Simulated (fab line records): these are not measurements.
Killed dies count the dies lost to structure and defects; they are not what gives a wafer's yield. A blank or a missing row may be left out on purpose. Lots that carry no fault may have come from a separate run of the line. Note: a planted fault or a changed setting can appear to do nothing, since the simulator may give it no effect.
Which tool did it? -- flow gf180mcu -- 6 lots with 18 wafers sampled at 4 steps, on a route of 602 steps

WHAT THE GAUGES SHOWED, per wafer
GF_VT_IMPLANT_TW_MEAS_43.
lot,measured,on,VT_IMPLANT_4_TW
L302,day 8 07:31,film-metro-03,701 695 701
L305,day 9 04:46,film-metro-04,687 689 685
L308,day 10 05:11,film-metro-04,684 683 689
L312,day 11 07:31,film-metro-03,692 693 690
L314,day 11 20:23,film-metro-04,683 687 687
L317,day 12 14:43,film-metro-01,701 701 704

TOOL THAT RAN EACH LOT (tool first, then ch and the chambers of the sampled wafers, then the start)
lot,GF_DNWELL_STRIP_08,GF_VT_IMPLANT_STRIP_31,GF_VT_IMPLANT_STRIP_42
L302,"plasma-asher-01 ch 0,1, day 3 09:58","plasma-asher-01 ch 0,1, day 7 15:19","plasma-asher-02 ch 0,1, day 8 07:25"
L305,"plasma-asher-03 ch 0,1, day 4 02:37","plasma-asher-02 ch 0,1, day 8 11:04","plasma-asher-04 ch 0,1, day 9 04:40"
L308,"plasma-asher-01 ch 0,1, day 4 22:53","plasma-asher-04 ch 0,1, day 9 11:41","plasma-asher-02 ch 0,1, day 10 05:05"
L312,"plasma-asher-02 ch 0,1, day 5 17:17","plasma-asher-01 ch 0,1, day 10 12:37","plasma-asher-04 ch 0,1, day 11 07:25"
L314,"plasma-asher-03 ch 0,1, day 6 03:24","plasma-asher-02 ch 0,1, day 11 01:55","plasma-asher-04 ch 0,1, day 11 20:17"
L317,"plasma-asher-01 ch 0,1, day 6 17:58","plasma-asher-02 ch 0,1, day 11 19:36","plasma-asher-02 ch 0,1, day 12 14:37"
- GF_DNWELL_STRIP_08: strips in O2/N2.
- GF_VT_IMPLANT_STRIP_31: strips in O2/N2.
- GF_VT_IMPLANT_STRIP_42: strips in O2/N2.

THE ANSWER, worked out from the rows above alone
Rule: what is usual is taken from the lots themselves. Put in order of their means at a reading, lots are off if they are a third of the lots or fewer, leave a main group of 4 or more, and stand apart from it by a gap of 3 or more times the standard deviation of the main group's means; of several such gaps the widest counts. A main group is skipped when, at the precision printed for the reading in the tables above, its means are all equal. A lot without any number at a reading at which 4 lots or more have one is off too. Where the step has rows for the other lots, those lots are counted as sound.
No lot is off on any of the readings shown, so nothing can be concluded from this.

WHAT THE SIMULATOR PUT IN
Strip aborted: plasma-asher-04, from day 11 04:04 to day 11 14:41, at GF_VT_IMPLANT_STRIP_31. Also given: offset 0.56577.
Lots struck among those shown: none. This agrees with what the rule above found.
